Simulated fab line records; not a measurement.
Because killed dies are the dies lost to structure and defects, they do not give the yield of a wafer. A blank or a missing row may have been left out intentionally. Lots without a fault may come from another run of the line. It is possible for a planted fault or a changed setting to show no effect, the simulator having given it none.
Which tool is to blame? || flow gf180mcu || 13 lots with 39 wafers sampled at 4 steps, on a route of 602 steps

WHAT EACH GAUGE READ, for each wafer
GF_PASSIVATION_THK_MEAS_01. Usual: PASSIVATION_CVD_00_THK gives 1000 nm (standard deviation 12).
{"lot": "L281", "measured": "day 28 02:04", "on": "filmMetro-04", "PASSIVATION_CVD_00_THK (nm)": "999 1009 1004", "flag": ""}
{"lot": "L286", "measured": "day 29 16:14", "on": "filmMetro-04", "PASSIVATION_CVD_00_THK (nm)": "988 1005 997", "flag": ""}
{"lot": "L288", "measured": "day 30 08:38", "on": "filmMetro-02", "PASSIVATION_CVD_00_THK (nm)": "1003 1005 1008", "flag": ""}
{"lot": "L292", "measured": "day 31 14:08", "on": "filmMetro-04", "PASSIVATION_CVD_00_THK (nm)": "984 1003 1005", "flag": ""}
{"lot": "L293", "measured": "day 31 17:01", "on": "filmMetro-04", "PASSIVATION_CVD_00_THK (nm)": "982 996 1008", "flag": ""}
{"lot": "L295", "measured": "day 32 06:07", "on": "filmMetro-02", "PASSIVATION_CVD_00_THK (nm)": "986 992 1012", "flag": ""}
{"lot": "L300", "measured": "day 33 10:04", "on": "filmMetro-01", "PASSIVATION_CVD_00_THK (nm)": "1001 1016 1013", "flag": ""}
{"lot": "L301", "measured": "day 33 13:26", "on": "filmMetro-01", "PASSIVATION_CVD_00_THK (nm)": "975 1004 991", "flag": ""}
{"lot": "L302", "measured": "day 33 21:50", "on": "filmMetro-02", "PASSIVATION_CVD_00_THK (nm)": "997 1004 1003", "flag": ""}
{"lot": "L303", "measured": "day 34 01:31", "on": "filmMetro-01", "PASSIVATION_CVD_00_THK (nm)": "987 1001 995", "flag": ""}
{"lot": "L304", "measured": "day 34 07:23", "on": "filmMetro-02", "PASSIVATION_CVD_00_THK (nm)": "990 993 1004", "flag": ""}

WHICH TOOL RAN EACH LOT (tool, then ch and the chambers of the sampled wafers, then the start)
{"lot": "L281", "GF_V4_SPUTTER_22": "pvdSputter-04, day 24 07:53", "GF_V5_ETCH_17": "rieDiel-03 ch 0,2,3, day 27 04:26 or earlier", "GF_V5_CMP_26": "cmp-02 ch 0,1,2, day 27 04:26"}
{"lot": "L286", "GF_V4_SPUTTER_22": "pvdSputter-01, day 26 03:31", "GF_V5_ETCH_17": "rieDiel-01 ch 0,2,3, day 28 19:38 or earlier", "GF_V5_CMP_26": "cmp-01 ch 1,2, day 28 19:38"}
{"lot": "L288", "GF_V4_SPUTTER_22": "pvdSputter-02, day 26 21:29", "GF_V5_ETCH_17": "rieDiel-01 ch 0,1,3, day 29 12:08 or earlier", "GF_V5_CMP_26": "cmp-01 ch 0,1, day 29 12:08"}
{"lot": "L289", "GF_V4_SPUTTER_22": "pvdSputter-04, day 27 05:20", "GF_V5_ETCH_17": "rieDiel-01 ch 1,2,3, day 29 19:46 or earlier", "GF_V5_CMP_26": "cmp-02 ch 0,2,3, day 29 19:46"}
{"lot": "L290", "GF_V4_SPUTTER_22": "pvdSputter-04, day 27 11:01", "GF_V5_ETCH_17": "rieDiel-02 ch 0,1,2, day 30 01:14 or earlier", "GF_V5_CMP_26": "cmp-02 ch 0,1, day 30 01:14"}
{"lot": "L292", "GF_V4_SPUTTER_22": "pvdSputter-02, day 28 07:14", "GF_V5_ETCH_17": "rieDiel-02 ch 1,2, day 30 19:14 or earlier", "GF_V5_CMP_26": "cmp-01 ch 1,2,3, day 30 19:14"}
{"lot": "L293", "GF_V4_SPUTTER_22": "pvdSputter-01, day 28 10:10", "GF_V5_ETCH_17": "rieDiel-01 ch 1,2,3, day 30 22:02 or earlier", "GF_V5_CMP_26": "cmp-01 ch 0,2,3, day 30 22:02"}
{"lot": "L295", "GF_V4_SPUTTER_22": "pvdSputter-04, day 28 23:38", "GF_V5_ETCH_17": "rieDiel-01 ch 0,2,3, day 31 11:44 or earlier", "GF_V5_CMP_26": "cmp-02 ch 1,2,3, day 31 11:44"}
{"lot": "L300", "GF_V4_SPUTTER_22": "pvdSputter-02, day 30 09:04", "GF_V5_ETCH_17": "rieDiel-02 ch 1,2,3, day 32 16:29 or earlier", "GF_V5_CMP_26": "cmp-02 ch 0,1,3, day 32 16:29"}
{"lot": "L301", "GF_V4_SPUTTER_22": "pvdSputter-04, day 30 13:50", "GF_V5_ETCH_17": "rieDiel-03 ch 1,2, day 32 20:47 or earlier", "GF_V5_CMP_26": "cmp-02 ch 0,2,3, day 32 20:47"}
{"lot": "L302", "GF_V4_SPUTTER_22": "pvdSputter-02, day 30 22:04", "GF_V5_ETCH_17": "rieDiel-01 ch 0,2,3, day 33 04:50 or earlier", "GF_V5_CMP_26": "cmp-02 ch 0,3, day 33 04:50"}
{"lot": "L303", "GF_V4_SPUTTER_22": "pvdSputter-02, day 31 02:40", "GF_V5_ETCH_17": "rieDiel-02 ch 1,3, day 33 08:58 or earlier", "GF_V5_CMP_26": "cmp-01 ch 0,1,2, day 33 08:58"}
{"lot": "L304", "GF_V4_SPUTTER_22": "pvdSputter-04, day 31 09:28", "GF_V5_ETCH_17": "rieDiel-02 ch 1,2,3, day 33 14:52 or earlier", "GF_V5_CMP_26": "cmp-01 ch 2,3, day 33 14:52"}
- GF_V4_SPUTTER_22: material TiN, target thk 10 nm, time 40 s.
- GF_V5_ETCH_17: etches SiO2 in C4F8/O2/Ar, stops on TiN, target depth 855 nm.
- GF_V5_CMP_26: polishes, stops on SiO2, t overpolish 15 s, target thk 0 nm.

AS READ BY THE TOOLS THEMSELVES (means over the sampled wafers that have a number; for cases with no such wafer, the mark the record gives instead)
GF_V4_SPUTTER_22. Usual: throttleValvePct reads 30.1 % (standard deviation 1.2).
{"lot": "L281", "tool": "pvdSputter-04", "throttleValvePct (%)": 30.5, "flag": ""}
{"lot": "L286", "tool": "pvdSputter-01", "throttleValvePct (%)": 28.9, "flag": ""}
{"lot": "L288", "tool": "pvdSputter-02", "throttleValvePct (%)": 28.8, "flag": ""}
{"lot": "L289", "tool": "pvdSputter-04", "throttleValvePct (%)": 30.9, "flag": ""}
{"lot": "L290", "tool": "pvdSputter-04", "throttleValvePct (%)": 30.7, "flag": ""}
{"lot": "L292", "tool": "pvdSputter-02", "throttleValvePct (%)": 30.7, "flag": ""}
{"lot": "L293", "tool": "pvdSputter-01", "throttleValvePct (%)": 29.4, "flag": ""}
{"lot": "L295", "tool": "pvdSputter-04", "throttleValvePct (%)": 30.6, "flag": ""}
{"lot": "L300", "tool": "pvdSputter-02", "throttleValvePct (%)": 30.5, "flag": ""}
{"lot": "L301", "tool": "pvdSputter-04", "throttleValvePct (%)": 30.6, "flag": ""}
{"lot": "L302", "tool": "pvdSputter-02", "throttleValvePct (%)": 29.8, "flag": ""}
{"lot": "L303", "tool": "pvdSputter-02", "throttleValvePct (%)": 30.3, "flag": ""}
{"lot": "L304", "tool": "pvdSputter-04", "throttleValvePct (%)": 30.6, "flag": ""}

GF_V5_ETCH_17. Usual: oesProductAu reads 0.860 a.u. (standard deviation 0.0049).
{"lot": "L281", "tool": "rieDiel-03", "oesProductAu (a.u.)": 0.855, "flag": ""}
{"lot": "L286", "tool": "rieDiel-01", "oesProductAu (a.u.)": 0.856, "flag": ""}
{"lot": "L288", "tool": "rieDiel-01", "oesProductAu (a.u.)": 0.864, "flag": ""}
{"lot": "L289", "tool": "rieDiel-01", "oesProductAu (a.u.)": 0.862, "flag": ""}
{"lot": "L290", "tool": "rieDiel-02", "oesProductAu (a.u.)": 0.861, "flag": ""}
{"lot": "L292", "tool": "rieDiel-02", "oesProductAu (a.u.)": 0.857, "flag": ""}
{"lot": "L293", "tool": "rieDiel-01", "oesProductAu (a.u.)": 0.857, "flag": ""}
{"lot": "L295", "tool": "rieDiel-01", "oesProductAu (a.u.)": 0.860, "flag": ""}
{"lot": "L300", "tool": "rieDiel-02", "oesProductAu (a.u.)": 0.856, "flag": ""}
{"lot": "L301", "tool": "rieDiel-03", "oesProductAu (a.u.)": 0.859, "flag": ""}
{"lot": "L302", "tool": "rieDiel-01", "oesProductAu (a.u.)": 0.861, "flag": ""}
{"lot": "L303", "tool": "rieDiel-02", "oesProductAu (a.u.)": 0.858, "flag": ""}
{"lot": "L304", "tool": "rieDiel-02", "oesProductAu (a.u.)": 0.862, "flag": ""}

GF_V5_CMP_26. Usual: edgeZonePressureFrac 1.000, standard deviation 0.0049; headPressurePsi 3.500 psi, standard deviation 0.0074; motorCurrentA 11.1 A, standard deviation 1.6; overpolishRunS 15.001 s, standard deviation 0.0094; timeToEndpointS 84.6 s, standard deviation 2.6.
{"lot": "L281", "tool": "cmp-02", "edgeZonePressureFrac": 0.999, "headPressurePsi (psi)": 3.502, "motorCurrentA (A)": 11.9, "overpolishRunS (s)": 14.999, "timeToEndpointS (s)": 85.3, "flag": ""}
{"lot": "L286", "tool": "cmp-01", "edgeZonePressureFrac": 1.005, "headPressurePsi (psi)": 3.497, "motorCurrentA (A)": 10.6, "overpolishRunS (s)": 14.999, "timeToEndpointS (s)": 83.0, "flag": ""}
{"lot": "L288", "tool": "cmp-01", "edgeZonePressureFrac": 1.003, "headPressurePsi (psi)": 3.498, "motorCurrentA (A)": 10.2, "overpolishRunS (s)": 15.006, "timeToEndpointS (s)": 81.8, "flag": ""}
{"lot": "L289", "tool": "cmp-02", "edgeZonePressureFrac": "-", "headPressurePsi (psi)": "-", "motorCurrentA (A)": "-", "overpolishRunS (s)": "-", "timeToEndpointS (s)": "-", "flag": "OFF"}
{"lot": "L290", "tool": "cmp-02", "edgeZonePressureFrac": "-", "headPressurePsi (psi)": "-", "motorCurrentA (A)": "-", "overpolishRunS (s)": "-", "timeToEndpointS (s)": "-", "flag": "OFF"}
{"lot": "L292", "tool": "cmp-01", "edgeZonePressureFrac": 1.001, "headPressurePsi (psi)": 3.504, "motorCurrentA (A)": 10.6, "overpolishRunS (s)": 14.993, "timeToEndpointS (s)": 81.3, "flag": ""}
{"lot": "L293", "tool": "cmp-01", "edgeZonePressureFrac": 0.994, "headPressurePsi (psi)": 3.509, "motorCurrentA (A)": 10.4, "overpolishRunS (s)": 15.006, "timeToEndpointS (s)": 84.4, "flag": ""}
{"lot": "L295", "tool": "cmp-02", "edgeZonePressureFrac": 1.003, "headPressurePsi (psi)": 3.499, "motorCurrentA (A)": 12.6, "overpolishRunS (s)": 15.001, "timeToEndpointS (s)": 85.8, "flag": ""}
{"lot": "L300", "tool": "cmp-02", "edgeZonePressureFrac": 0.999, "headPressurePsi (psi)": 3.502, "motorCurrentA (A)": 12.5, "overpolishRunS (s)": 14.996, "timeToEndpointS (s)": 83.6, "flag": ""}
{"lot": "L301", "tool": "cmp-02", "edgeZonePressureFrac": 1.000, "headPressurePsi (psi)": 3.493, "motorCurrentA (A)": 11.2, "overpolishRunS (s)": 14.998, "timeToEndpointS (s)": 87.2, "flag": ""}
{"lot": "L302", "tool": "cmp-02", "edgeZonePressureFrac": 1.000, "headPressurePsi (psi)": 3.509, "motorCurrentA (A)": 11.5, "overpolishRunS (s)": 14.992, "timeToEndpointS (s)": 87.4, "flag": ""}
{"lot": "L303", "tool": "cmp-01", "edgeZonePressureFrac": 1.000, "headPressurePsi (psi)": 3.508, "motorCurrentA (A)": 10.4, "overpolishRunS (s)": 14.999, "timeToEndpointS (s)": 84.4, "flag": ""}
{"lot": "L304", "tool": "cmp-01", "edgeZonePressureFrac": 0.999, "headPressurePsi (psi)": 3.511, "motorCurrentA (A)": 10.5, "overpolishRunS (s)": 15.000, "timeToEndpointS (s)": 83.8, "flag": ""}

THE ANSWER, worked out from the rows above alone
Rule: take the mean of a lot's wafers that have a number; if it is more than 3 standard deviations from the usual mean, the lot is off. A lot without any number at a reading at which 4 lots or more have one is off too. Where the step has rows for the other lots, those lots are counted as sound. First the gauges in route order, then the tools' own readings, where a lot's mean is used as printed above. The first step at which some lot is off is used, and at that step the reading that is off furthest; a lot without a number counts as furthest.
Off: L289, L290 (GF_V5_CMP_26, edgeZonePressureFrac). Without a number there: L289, L290.
A tool fits if, at that step or a process step before it, it ran every lot that is off, and no sound lot after the first of them. Because GF_V5_ETCH_17 lacks a start for some lots, the hours and order of its lots are taken from GF_V5_CMP_26. Not one of the candidates tried fits.

WHAT WAS PUT IN BY THE SIMULATOR
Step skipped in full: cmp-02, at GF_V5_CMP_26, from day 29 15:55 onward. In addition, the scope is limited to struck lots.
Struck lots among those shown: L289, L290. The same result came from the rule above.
